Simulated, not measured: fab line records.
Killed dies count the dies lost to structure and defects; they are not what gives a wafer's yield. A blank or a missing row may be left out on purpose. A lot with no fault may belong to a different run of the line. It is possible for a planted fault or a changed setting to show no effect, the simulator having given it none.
Split-lot trial + flow sky130 + 23 wafers read across 5 lots, on a route 708 steps long

## THE SPLIT ITSELF
At SKY_LDD_P_DEVELOP_06 (develop time 60 s), the setting develop time s was moved away from the recipe's 60 s on 8 of the 23 wafers read, by +8.4% to +9.1%. The other wafers ran this setting at the recipe's value.

There is no step in the file separating the split from the reading.

## THE READING
cd nm, in nm, at SKY_LDD_P_CD_MEAS_07 (target cd 380 nm). A value of 381 nm with a standard deviation of 3.6 nm is what fault-free wafers of this fab line usually give.

| wafer  | tool, chamber at the split | develop time s as run, s | against the recipe | cd nm, nm | against lot-mates on the recipe |
|--------|----------------------------|--------------------------|--------------------|-----------|---------------------------------|
| L074.1 | litho track-02, 0          | 65.03                    | +8.4%              | 385       | +9                              |
| L074.3 | litho track-02, 0          | 60                       | recipe             | 376       | -                               |
| L074.4 | litho track-02, 0          | 60                       | recipe             | 376       | -                               |
| L074.5 | litho track-02, 0          | 60                       | recipe             | 377       | -                               |
| L074.6 | litho track-02, 0          | 65.03                    | +8.4%              | 386       | +10                             |
| L076.2 | litho track-01, 0          | 60                       | recipe             | 389       | -                               |
| L076.4 | litho track-01, 0          | 60                       | recipe             | 390       | -                               |
| L076.6 | litho track-01, 0          | 60                       | recipe             | 391       | -                               |
| L077.1 | litho track-01, 0          | 60                       | recipe             | 384       | -                               |
| L077.2 | litho track-01, 0          | 60                       | recipe             | 381       | -                               |
| L077.3 | litho track-01, 0          | 60                       | recipe             | 381       | -                               |
| L077.4 | litho track-01, 0          | 60                       | recipe             | 382       | -                               |
| L077.6 | litho track-01, 0          | 60                       | recipe             | 381       | -                               |
| L079.1 | litho track-02, 0          | 60                       | recipe             | 375       | -                               |
| L079.2 | litho track-02, 0          | 65.37                    | +9.0%              | 386       | +10                             |
| L079.3 | litho track-02, 0          | 65.37                    | +9.0%              | 386       | +10                             |
| L079.4 | litho track-02, 0          | 60                       | recipe             | 378       | -                               |
| L079.5 | litho track-02, 0          | 65.37                    | +9.0%              | 385       | +8                              |
| L084.2 | litho track-01, 0          | 65.45                    | +9.1%              | 387       | +8                              |
| L084.3 | litho track-01, 0          | 60                       | recipe             | 379       | -                               |
| L084.4 | litho track-01, 0          | 65.45                    | +9.1%              | 390       | +11                             |
| L084.5 | litho track-01, 0          | 65.45                    | +9.1%              | 391       | +12                             |
| L084.6 | litho track-01, 0          | 60                       | recipe             | 379       | -                               |

THE FIT
A straight line over all 23 wafers: cd nm changes by +0.653 nm for each +1% of develop time s; r = +0.55; the points scatter about the line by 4.4 nm.
The same after taking each lot's own level away (the mean of its wafers on the recipe; 23 wafers): +1.08 nm for each +1%; r = +0.97; scatter 1.1 nm.
That fit puts the effect of the largest move of develop time s on the reading at 9.9 nm.
Across the lots, their own levels run from 376.3 to 390.0 nm, a range of 3.8 times the standard deviation given above.
So the lot-to-lot level blurs the effect unless lot-mates are compared.
Check: for one of the wafers moved furthest among these (+9.1%), held out of the fit, the line's prediction against its lot-mates is +10.1 nm. It came out at +8 nm against them.

## THESE WAFERS: OTHER SPLITS
Note: prior to the reading, these wafers also went through further splits. Each is held against what the fit with the lots' levels taken away leaves over:
| other split on the same wafers    | wafers away from the commonest value | r with cd nm (lot level and that fit taken away) |
|-----------------------------------|--------------------------------------|--------------------------------------------------|
| SKY_POLY_GATE_EXPOSE_10 dose mj   | 12                                   | -0.16                                            |
| SKY_POLY_GATE_OXIDATION_20 temp c | 10                                   | -0.07                                            |

## THE FILE'S OWN FIT
cd nm changes by +1.08 nm for each +1% of develop time s, r = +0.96.
